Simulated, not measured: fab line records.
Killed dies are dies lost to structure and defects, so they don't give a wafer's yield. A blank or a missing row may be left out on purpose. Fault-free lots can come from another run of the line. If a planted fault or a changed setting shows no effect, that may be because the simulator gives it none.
A lot that was struck, set against a sound lot ; flow sky130 ; 36 steps out of a route of 708
Sound: wafers L392.2, L392.4, L392.6. The struck wafers were L385.3, L385.4, L385.6. The cause comes at the end.
Per side, at each step with rows, come the tool, then ch with its chambers, and then its first start. Under that, the readings that differ: sound wafers ; struck wafers ; difference of the means ; sigmas: that difference in standard deviations of wafers without a fault.
alike: same words and numbers on both sides, and readings whose means sit less than 2 such deviations apart. not compared: any withheld reading, any reading some wafer has no value for, any bound like >300 that may hide the same value, and any number with overlapping values for which the record gives no deviation.
A row with sigmas, a row that says differs or no value, or rows on one side alone: a step with any of these is where the two part. Numbers that don't overlap but have no deviation are shown without sigmas and don't part them. Lack of a reading on every wafer of one side parts them only where that side has two or more wafers.

first, 10 steps without rows for these wafers: SKY_VIA2_STRIP_17 (strips in post etch residue remover, time 1200 s); SKY_VIA2_CLEAN_18 (cleans in IPA, time 180 s); SKY_VIA2_CLEAN_19 (cleans in O3/DIW); SKY_VIA2_SPUTTER_20 (material TiN, target thk 20 nm, time 80 s); SKY_VIA2_CVD_21 (deposits W, target thk 420 nm, time 126.4 s); SKY_VIA2_CMP_24 (polishes, stops on SiO2, t overpolish 20 s, target thk 0 nm); SKY_METAL3_SPUTTER_00 (material Ti, target thk 15 nm, time 10 s); SKY_METAL3_SPUTTER_01 (material TiN, target thk 20 nm, time 16.7 s); SKY_METAL3_SPUTTER_02 (material AlCu, target thk 735 nm, time 39.1 s); SKY_METAL3_SPUTTER_03 (material Ti, target thk 5 nm, time 3.3 s).
SKY_METAL3_SPUTTER_04: material TiN, target thk 70 nm, time 58.3 s.
  struck on pvd sputter-02, day 40 02:14; sound on pvd sputter-04, day 41 15:04
  no value came back on the struck wafers for cathode dc power W (W), chamber pressure pa (Pa), throttle valve pct (%); on the sound wafers cathode dc power W (W) reads 6500.1 6499.8 6499.0
then, 23 steps without rows for these wafers: SKY_CAPM_CVD_00 (deposits SiO2, target thk 15.5 nm); SKY_CAPM_SPUTTER_02 (material TiN, target thk 200 nm, time 166.7 s); SKY_CAPM_DEHYDRATE_05 (time 60 s); SKY_CAPM_HMDS_06 (prime time 60 s); SKY_CAPM_COAT_07 (resist thk 1140 nm); SKY_CAPM_SOFTBAKE_08 (time 60 s); SKY_CAPM_EXPOSE_09 (exposes mask CAPM, target cd 1000 nm); SKY_CAPM_PEB_10; SKY_CAPM_DEVELOP_11 (develop time 60 s); SKY_CAPM_METAL_ETCH_13 (etches TiN in Cl2/BCl3, stops on SiO2, target depth 220 nm, time 62.9 s); SKY_CAPM_STRIP_14 (strips in O2/N2); SKY_CAPM_STRIP_15 (strips in post etch residue remover, time 1200 s); SKY_CAPM_CLEAN_16 (cleans in IPA, time 180 s); SKY_CAPM_CLEAN_17 (cleans in O3/DIW); SKY_METAL3_DEHYDRATE_05 (time 60 s); SKY_METAL3_HMDS_06 (prime time 60 s); SKY_METAL3_COAT_07 (resist thk 60 nm); SKY_METAL3_COAT_08 (resist thk 1140 nm); SKY_METAL3_SOFTBAKE_09 (time 90 s); SKY_METAL3_EXPOSE_10 (exposes mask MM3, target cd 300 nm); SKY_METAL3_PEB_11; SKY_METAL3_DEVELOP_12 (develop time 60 s); SKY_METAL3_DESCUM_15 (chemistry O2, time 8 s).
-- the record jumps here: 2 days lie between the struck wafers' starts before and after --
SKY_METAL3_METAL_ETCH_18: etches the open film in Cl2/BCl3, stops on SiO2, target depth 845 nm, time 183.1 s.
  sound on rie metal-03 ch 1, day 43 16:28; struck on rie metal-01 ch 0,1, day 42 02:20
reading;sound;struck;difference;sigmas
oes product au (a.u.);0.873 0.873 0.860;0.824 0.822 0.835;-0.042;-7
  alike: bcl3 flow sccm, drypump motor current A, mfc cl2 sccm, throttle valve pct
  not compared: rf hours counter h
-- the record jumps here: 7 days lie between the struck wafers' starts before and after (it left off in module METAL3 and takes up again in module PAD_OPEN, whose first step shown is number 708 of the route) --
SKY_PAD_OPEN_PROBE_99:
  struck on prober-01, day 48 16:08; sound on prober-01, day 49 22:26
reading;sound;struck;difference;sigmas
model.etest.via3 chain.rc ohm;10.03 9.704 9.271;15.87 16.39 14.97;+6.08;
model.etest.cap mim.bv v (V);14.02 14.38 13.61;9.239 9.751 9.911;-4.370;
model.etest.cap mim.leak log10 a cm2;-9.138 -8.911 -8.862;-7.576 -7.415 -7.551;+1.456;
  alike: defect limited yield, killed_at_M0_to_M3, killed_at_M4_up, killed at contacts, killed at front end, killed at other, killed dies, killed open, killed short, sort_bin_3_pad_short, sort_bin_5_function, sort_bin_6_memory, sort n pass, sort yield pct

== WHERE THEY PART ==
Last at SKY_METAL3_METAL_ETCH_18 as far as this record goes, first at SKY_METAL3_SPUTTER_04. Later steps at which nothing parts them and some readings are alike: SKY_PAD_OPEN_PROBE_99.

WHY: what had been put in by the simulator
Skipped step whole: pvd sputter-02, from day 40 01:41 on, at SKY_METAL3_SPUTTER_04. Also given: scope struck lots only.
